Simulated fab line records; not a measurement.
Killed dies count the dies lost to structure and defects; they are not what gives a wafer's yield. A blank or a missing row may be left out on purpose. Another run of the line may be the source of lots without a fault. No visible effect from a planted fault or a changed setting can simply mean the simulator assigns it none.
Which tool is to blame? || flow sky130 || 13 lots, 39 wafers sampled, at 5 steps of a route of 708

== WHAT THE GAUGES READ, wafer by wafer ==
SKY_SONOS_TUNNEL_TW_MEAS_12.
{"lot": "L851", "measured": "day 11 22:35", "on": "film_metro-03", "SONOS_TUNNEL_TW": "198.7 198.5 200.2"}
{"lot": "L852", "measured": "day 12 17:31", "on": "film_metro-04", "SONOS_TUNNEL_TW": "200.2 200.5 201.2"}
{"lot": "L855", "measured": "day 13 16:14", "on": "film_metro-02", "SONOS_TUNNEL_TW": "196.8 197.2 195.3"}
{"lot": "L857", "measured": "day 13 21:27", "on": "film_metro-03", "SONOS_TUNNEL_TW": "198.9 197.8 198.7"}
{"lot": "L858", "measured": "day 13 23:31", "on": "film_metro-03", "SONOS_TUNNEL_TW": "199.8 199.9 198.6"}
{"lot": "L859", "measured": "day 14 21:33", "on": "film_metro-04", "SONOS_TUNNEL_TW": "199.6 198.3 198.4"}
{"lot": "L863", "measured": "day 16 06:07", "on": "film_metro-02", "SONOS_TUNNEL_TW": "196.2 195.9 195.3"}
{"lot": "L864", "measured": "day 16 06:58", "on": "film_metro-03", "SONOS_TUNNEL_TW": "198.1 199.5 198.2"}
{"lot": "L866", "measured": "day 17 05:28", "on": "film_metro-02", "SONOS_TUNNEL_TW": "196.1 196.3 196.8"}
{"lot": "L867", "measured": "day 17 08:54", "on": "film_metro-02", "SONOS_TUNNEL_TW": "196.9 197.5 195.8"}
{"lot": "L871", "measured": "day 18 17:11", "on": "film_metro-03", "SONOS_TUNNEL_TW": "198.9 198.4 198.4"}
{"lot": "L873", "measured": "day 18 21:46", "on": "film_metro-04", "SONOS_TUNNEL_TW": "198.3 198.8 200.0"}
{"lot": "L874", "measured": "day 19 16:04", "on": "film_metro-02", "SONOS_TUNNEL_TW": "198.1 196.5 197.0"}

SKY_SONOS_ONO_THK_MEAS_01.
{"lot": "L851", "measured": "day 12 06:44", "on": "film_metro-04", "SONOS_ONO_OXIDATION_THK (nm)": "2.61 2.59 2.55"}
{"lot": "L852", "measured": "day 12 20:23", "on": "film_metro-03", "SONOS_ONO_OXIDATION_THK (nm)": "2.57 2.64 2.53"}
{"lot": "L855", "measured": "day 13 17:40", "on": "film_metro-03", "SONOS_ONO_OXIDATION_THK (nm)": "2.67 2.67 2.65"}
{"lot": "L857", "measured": "day 13 22:53", "on": "film_metro-04", "SONOS_ONO_OXIDATION_THK (nm)": "2.67 2.67 2.65"}
{"lot": "L858", "measured": "day 14 02:47", "on": "film_metro-03", "SONOS_ONO_OXIDATION_THK (nm)": "2.61 2.64 2.56"}
{"lot": "L859", "measured": "day 14 22:58", "on": "film_metro-04", "SONOS_ONO_OXIDATION_THK (nm)": "2.64 2.68 2.66"}
{"lot": "L863", "measured": "day 16 09:12", "on": "film_metro-04", "SONOS_ONO_OXIDATION_THK (nm)": "2.69 2.61 2.58"}
{"lot": "L864", "measured": "day 16 09:13", "on": "film_metro-03", "SONOS_ONO_OXIDATION_THK (nm)": "2.67 2.65 2.65"}
{"lot": "L866", "measured": "day 17 06:53", "on": "film_metro-03", "SONOS_ONO_OXIDATION_THK (nm)": "2.62 2.61 2.65"}
{"lot": "L867", "measured": "day 17 11:10", "on": "film_metro-04", "SONOS_ONO_OXIDATION_THK (nm)": "2.62 2.61 2.66"}
{"lot": "L871", "measured": "day 18 19:38", "on": "film_metro-03", "SONOS_ONO_OXIDATION_THK (nm)": "2.60 2.57 2.56"}
{"lot": "L873", "measured": "day 18 23:29", "on": "film_metro-03", "SONOS_ONO_OXIDATION_THK (nm)": "2.61 2.62 2.59"}
{"lot": "L874", "measured": "day 19 18:10", "on": "film_metro-04", "SONOS_ONO_OXIDATION_THK (nm)": "2.57 2.64 2.56"}

SKY_SONOS_ONO_THK_MEAS_05.
{"lot": "L851", "measured": "day 12 12:10", "on": "film_metro-04", "SONOS_ONO_CVD_04_THK (nm)": "5.69 5.74 5.72"}
{"lot": "L852", "measured": "day 13 00:04", "on": "film_metro-04", "SONOS_ONO_CVD_04_THK (nm)": "5.81 5.73 5.79"}
{"lot": "L855", "measured": "day 13 20:05", "on": "film_metro-03", "SONOS_ONO_CVD_04_THK (nm)": "5.70 5.73 5.76"}
{"lot": "L857", "measured": "day 14 02:23", "on": "film_metro-04", "SONOS_ONO_CVD_04_THK (nm)": "5.66 5.61 5.60"}
{"lot": "L858", "measured": "day 14 06:25", "on": "film_metro-03", "SONOS_ONO_CVD_04_THK (nm)": "5.88 5.89 5.94"}
{"lot": "L859", "measured": "day 15 01:23", "on": "film_metro-03", "SONOS_ONO_CVD_04_THK (nm)": "5.57 5.52 5.48"}
{"lot": "L863", "measured": "day 16 12:02", "on": "film_metro-03", "SONOS_ONO_CVD_04_THK (nm)": "5.77 5.78 5.80"}
{"lot": "L864", "measured": "day 16 12:04", "on": "film_metro-04", "SONOS_ONO_CVD_04_THK (nm)": "5.95 5.85 5.87"}
{"lot": "L866", "measured": "day 17 09:47", "on": "film_metro-04", "SONOS_ONO_CVD_04_THK (nm)": "5.71 5.65 5.81"}
{"lot": "L867", "measured": "day 17 13:35", "on": "film_metro-04", "SONOS_ONO_CVD_04_THK (nm)": "5.79 5.76 5.69"}
{"lot": "L871", "measured": "day 18 23:27", "on": "film_metro-01", "SONOS_ONO_CVD_04_THK (nm)": "5.78 5.94 5.78"}
{"lot": "L873", "measured": "day 19 04:04", "on": "film_metro-04", "SONOS_ONO_CVD_04_THK (nm)": "5.53 5.50 5.59"}
{"lot": "L874", "measured": "day 19 23:43", "on": "film_metro-04", "SONOS_ONO_CVD_04_THK (nm)": "5.78 5.77 5.83"}

SKY_GATE_OXIDE_THK_MEAS_02.
{"lot": "L851", "measured": "day 13 10:37", "on": "film_metro-03", "GATE_OXIDE_OXIDATION_00_THK (nm)": "10.32 10.31 10.47"}
{"lot": "L852", "measured": "day 14 05:26", "on": "film_metro-01", "GATE_OXIDE_OXIDATION_00_THK (nm)": "10.38 10.26 10.64"}
{"lot": "L855", "measured": "day 15 02:02", "on": "film_metro-02", "GATE_OXIDE_OXIDATION_00_THK (nm)": "10.42 10.21 10.32"}
{"lot": "L857", "measured": "day 15 09:10", "on": "film_metro-02", "GATE_OXIDE_OXIDATION_00_THK (nm)": "10.25 10.18 10.26"}
{"lot": "L858", "measured": "day 15 13:26", "on": "film_metro-02", "GATE_OXIDE_OXIDATION_00_THK (nm)": "10.31 10.31 10.24"}
{"lot": "L859", "measured": "day 16 06:20", "on": "film_metro-02", "GATE_OXIDE_OXIDATION_00_THK (nm)": "10.22 10.32 10.19"}
{"lot": "L863", "measured": "day 17 19:52", "on": "film_metro-03", "GATE_OXIDE_OXIDATION_00_THK (nm)": "12.89 13.02 12.80"}
{"lot": "L864", "measured": "day 17 19:53", "on": "film_metro-02", "GATE_OXIDE_OXIDATION_00_THK (nm)": "12.55 12.56 12.65"}
{"lot": "L866", "measured": "day 18 17:12", "on": "film_metro-02", "GATE_OXIDE_OXIDATION_00_THK (nm)": "10.57 10.30 10.48"}
{"lot": "L867", "measured": "day 18 21:38", "on": "film_metro-02", "GATE_OXIDE_OXIDATION_00_THK (nm)": "10.37 10.34 10.29"}
{"lot": "L871", "measured": "day 20 08:58", "on": "film_metro-03", "GATE_OXIDE_OXIDATION_00_THK (nm)": "10.20 10.29 10.37"}
{"lot": "L873", "measured": "day 20 13:39", "on": "film_metro-02", "GATE_OXIDE_OXIDATION_00_THK (nm)": "10.40 10.26 10.25"}
{"lot": "L874", "measured": "day 21 08:01", "on": "film_metro-03", "GATE_OXIDE_OXIDATION_00_THK (nm)": "10.08 10.37 10.16"}

== EACH LOT AND THE TOOL THAT RAN IT (in order: tool; ch and the chambers of the sampled wafers; start) ==
{"lot": "L851", "SKY_GATE_OXIDE_OXIDATION_01": "furnace-02 ch 0, day 13 09:12"}
{"lot": "L852", "SKY_GATE_OXIDE_OXIDATION_01": "furnace-01 ch 0, day 14 04:02"}
{"lot": "L855", "SKY_GATE_OXIDE_OXIDATION_01": "furnace-01 ch 0, day 15 00:38"}
{"lot": "L857", "SKY_GATE_OXIDE_OXIDATION_01": "furnace-01 ch 0, day 15 07:45"}
{"lot": "L858", "SKY_GATE_OXIDE_OXIDATION_01": "furnace-01 ch 0, day 15 12:02"}
{"lot": "L859", "SKY_GATE_OXIDE_OXIDATION_01": "furnace-02 ch 0, day 16 04:55"}
{"lot": "L863", "SKY_GATE_OXIDE_OXIDATION_01": "furnace-01 ch 0, day 17 18:27"}
{"lot": "L864", "SKY_GATE_OXIDE_OXIDATION_01": "furnace-01 ch 0, day 17 18:27"}
{"lot": "L866", "SKY_GATE_OXIDE_OXIDATION_01": "furnace-02 ch 0, day 18 15:47"}
{"lot": "L867", "SKY_GATE_OXIDE_OXIDATION_01": "furnace-02 ch 0, day 18 20:13"}
{"lot": "L871", "SKY_GATE_OXIDE_OXIDATION_01": "furnace-02 ch 0, day 20 07:32"}
{"lot": "L873", "SKY_GATE_OXIDE_OXIDATION_01": "furnace-02 ch 0, day 20 12:14"}
{"lot": "L874", "SKY_GATE_OXIDE_OXIDATION_01": "furnace-01 ch 0, day 21 06:37"}
- SKY_GATE_OXIDE_OXIDATION_01: stabilise 600 s, purge 300 s, target thk 10.268 nm.

== AS READ BY THE TOOLS THEMSELVES (means over the sampled wafers that have a number; for cases with no such wafer, the mark the record gives instead) ==
SKY_GATE_OXIDE_OXIDATION_01.
{"lot": "L851", "tool": "furnace-02", "spike_tc_bottom_C (C)": 921.8, "spike_tc_lower_C (C)": 900.5, "spike_tc_upper_C (C)": 899.1, "zone_power_upper_pct (%)": 16.2}
{"lot": "L852", "tool": "furnace-01", "spike_tc_bottom_C (C)": 920.8, "spike_tc_lower_C (C)": 900.1, "spike_tc_upper_C (C)": 899.1, "zone_power_upper_pct (%)": 16.9}
{"lot": "L855", "tool": "furnace-01", "spike_tc_bottom_C (C)": 920.0, "spike_tc_lower_C (C)": 901.1, "spike_tc_upper_C (C)": 899.3, "zone_power_upper_pct (%)": 16.9}
{"lot": "L857", "tool": "furnace-01", "spike_tc_bottom_C (C)": 919.5, "spike_tc_lower_C (C)": 901.4, "spike_tc_upper_C (C)": 898.6, "zone_power_upper_pct (%)": 16.8}
{"lot": "L858", "tool": "furnace-01", "spike_tc_bottom_C (C)": 920.4, "spike_tc_lower_C (C)": 900.2, "spike_tc_upper_C (C)": 898.6, "zone_power_upper_pct (%)": 17.0}
{"lot": "L859", "tool": "furnace-02", "spike_tc_bottom_C (C)": 921.2, "spike_tc_lower_C (C)": 900.1, "spike_tc_upper_C (C)": 899.0, "zone_power_upper_pct (%)": 16.4}
{"lot": "L863", "tool": "furnace-01", "spike_tc_bottom_C (C)": 919.8, "spike_tc_lower_C (C)": 899.9, "spike_tc_upper_C (C)": 900.0, "zone_power_upper_pct (%)": 16.8}
{"lot": "L864", "tool": "furnace-01", "spike_tc_bottom_C (C)": 919.1, "spike_tc_lower_C (C)": 899.8, "spike_tc_upper_C (C)": 899.0, "zone_power_upper_pct (%)": 16.8}
{"lot": "L866", "tool": "furnace-02", "spike_tc_bottom_C (C)": 922.0, "spike_tc_lower_C (C)": 899.9, "spike_tc_upper_C (C)": 898.5, "zone_power_upper_pct (%)": 16.2}
{"lot": "L867", "tool": "furnace-02", "spike_tc_bottom_C (C)": 921.6, "spike_tc_lower_C (C)": 900.2, "spike_tc_upper_C (C)": 899.5, "zone_power_upper_pct (%)": 16.4}
{"lot": "L871", "tool": "furnace-02", "spike_tc_bottom_C (C)": 923.0, "spike_tc_lower_C (C)": 899.5, "spike_tc_upper_C (C)": 898.8, "zone_power_upper_pct (%)": 16.2}
{"lot": "L873", "tool": "furnace-02", "spike_tc_bottom_C (C)": 921.4, "spike_tc_lower_C (C)": 901.0, "spike_tc_upper_C (C)": 899.7, "zone_power_upper_pct (%)": 16.4}
{"lot": "L874", "tool": "furnace-01", "spike_tc_bottom_C (C)": 920.5, "spike_tc_lower_C (C)": 901.5, "spike_tc_upper_C (C)": 899.0, "zone_power_upper_pct (%)": 16.8}

== THE ANSWER, worked out from the rows above alone ==
Rule: the lots themselves supply what counts as usual. Put in order of their means at a reading, lots are off if they are a third of the lots or fewer, leave a main group of 4 or more, and stand apart from it by a gap of 3 or more times the standard deviation of the main group's means; of several such gaps the widest counts. Not used: any main group whose means are identical at the precision the tables above print for the reading. Also off: a lot with no number at a reading for which 4 or more lots have one. The other lots that the step has rows for count as sound. After the gauges, taken in route order, come the tools' own readings; for these a lot's mean is taken, as printed above. At the first step where some lot is off, the reading lying furthest off is the one used; lots without a number count as furthest.
Off: L863, L864, seen at SKY_GATE_OXIDE_THK_MEAS_02 (GATE_OXIDE_OXIDATION_00_THK). Main group: mean 10.31 nm, sd 0.074.
If a tool, at a process step before that reading, ran all the lots that are off and no sound lot after the first of them, it fits. The gauges at SKY_GATE_OXIDE_THK_MEAS_02 are tried like those tools. No candidate that was tried fits.

== WHAT HAD BEEN PUT IN BY THE SIMULATOR ==
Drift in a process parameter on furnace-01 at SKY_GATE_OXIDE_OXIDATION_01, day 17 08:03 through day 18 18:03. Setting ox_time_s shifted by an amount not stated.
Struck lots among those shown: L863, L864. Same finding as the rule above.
